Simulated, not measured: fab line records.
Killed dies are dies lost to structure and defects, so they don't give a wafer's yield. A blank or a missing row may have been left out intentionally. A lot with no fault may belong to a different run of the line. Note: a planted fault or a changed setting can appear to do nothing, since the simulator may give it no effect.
Problem report in the 8D (eight disciplines) form, filled by code | flow sky130 | the parts of the form that need people (team, actions taken, sign-off) are left out

1. WHAT WENT WRONG
Mean LOCAL_INTERCONNECT_TIN_RS at SKY_LOCAL_INTERCONNECT_RS_MEAS_01: 35.51 ohm/sq over 4 wafers in 2 lots; fault-free wafers: 14.17 ohm/sq, standard deviation 0.18. So: +99 or more standard deviations from the usual mean.
The step: measures by four-point-probe.
First observed at day 32 05:06: wafer L695.3, on film-metro-01. Wafers with a number at this step in the record: 30, from 10 lots. Rule for "out" (also "out of limits"): further than 4 standard deviations from the usual mean. Any other wafer with a number is counted as sound.

2. WHAT IT IS, AND WHAT IT ISN'T
question                    | is                             | is not
which readings at this step | LOCAL_INTERCONNECT_TIN_RS      | -
which lots                  | L695, L696                     | L687, L689, L690, L704, L705, L707, L708, L710
which wafers of those lots  | L695.3, L695.5, L696.3, L696.4 | L695.6, L696.2
read on which gauges        | film-metro-01, film-metro-04   | film-metro-03
when                        | from day 32 05:06              | up to then (10 sound wafers); but 16 sound wafers of L696, L704, L705, L707, L708, L710 came after

3. THE SUSPECTS, EACH WITH WHAT RULES IT OUT
Counting: if a tool at a process step up to the reading ran every lot that is out, it stays a suspect. Sound lots after the first of them don't rule it out here, since some wafers of a struck lot are sound.
- the gauge at SKY_LOCAL_INTERCONNECT_RS_MEAS_01 has been ruled out. 2 gauges (film-metro-01, film-metro-04) read the wafers that are out.
- pvd-sputter-03 at SKY_LOCAL_INTERCONNECT_SPUTTER_00 (material TiN, target thk 100 nm, time 83.3 s): kept. Ran every lot that is out, first one L695 (day 32 04:59); last sound lot up to then L690 (day 30 12:10).
After counting, what remains is pvd-sputter-03 at SKY_LOCAL_INTERCONNECT_SPUTTER_00.

4. THE CAUSE (what the simulator had put in)
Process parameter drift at SKY_LOCAL_INTERCONNECT_SPUTTER_00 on pvd-sputter-03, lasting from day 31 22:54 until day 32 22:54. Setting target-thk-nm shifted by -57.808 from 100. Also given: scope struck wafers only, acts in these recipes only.
Counting left only this tool.

5. THE EFFECT CHAIN, in route order
Each row: a reading where the mean over the struck wafers with a number is more than 3 standard deviations away from the usual. Readings are gone through only where the record gives a usual standard deviation; hours: the median, over the lots, of the time from a lot's start at the first step in this table giving one to that lot's start at this step; sigmas: the change measured in usual standard deviations.
hours | step                                 | reading                    | usual        | on struck wafers | change | sigmas
0     | SKY_LOCAL_INTERCONNECT_RS_MEAS_01    | LOCAL_INTERCONNECT_TIN_RS  | 14.17 ohm/sq | 35.51            | +21.34 | +99 or more
0     | SKY_LOCAL_INTERCONNECT_THK_MEAS_02   | LOCAL_INTERCONNECT_TIN_THK | 98.9 nm      | 42.0             | -56.9  | -44
28    | SKY_LOCAL_INTERCONNECT_METAL_ETCH_14 | oes-product-au             | 0.940 a.u.   | 0.615            | -0.325 | -40
28    | SKY_LOCAL_INTERCONNECT_METAL_ETCH_14 | throttle-valve-pct         | 21.902 %     | 22.114           | +0.212 | +23
Process steps it contains:
- SKY_LOCAL_INTERCONNECT_METAL_ETCH_14: etches TiN in Cl2/BCl3, stops on PSG, target depth 110 nm, time 31.4 s.

6. HOW IT WOULD HAVE BEEN CAUGHT EARLIER
In this record the first reading out of limits at a measuring or inspecting step was taken at day 32 05:06, 6 hours after the fault began at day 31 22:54.
Of the tool readings at SKY_LOCAL_INTERCONNECT_SPUTTER_00 for which the record gives a usual standard deviation, none was out on any struck wafer, so an alarm limit of 4 standard deviations on them would not have fired.
Among the 2 lots that are out, L696 began SKY_LOCAL_INTERCONNECT_SPUTTER_00 on pvd-sputter-03 after day 32 05:06. Putting the tool on hold at that point would have spared it.
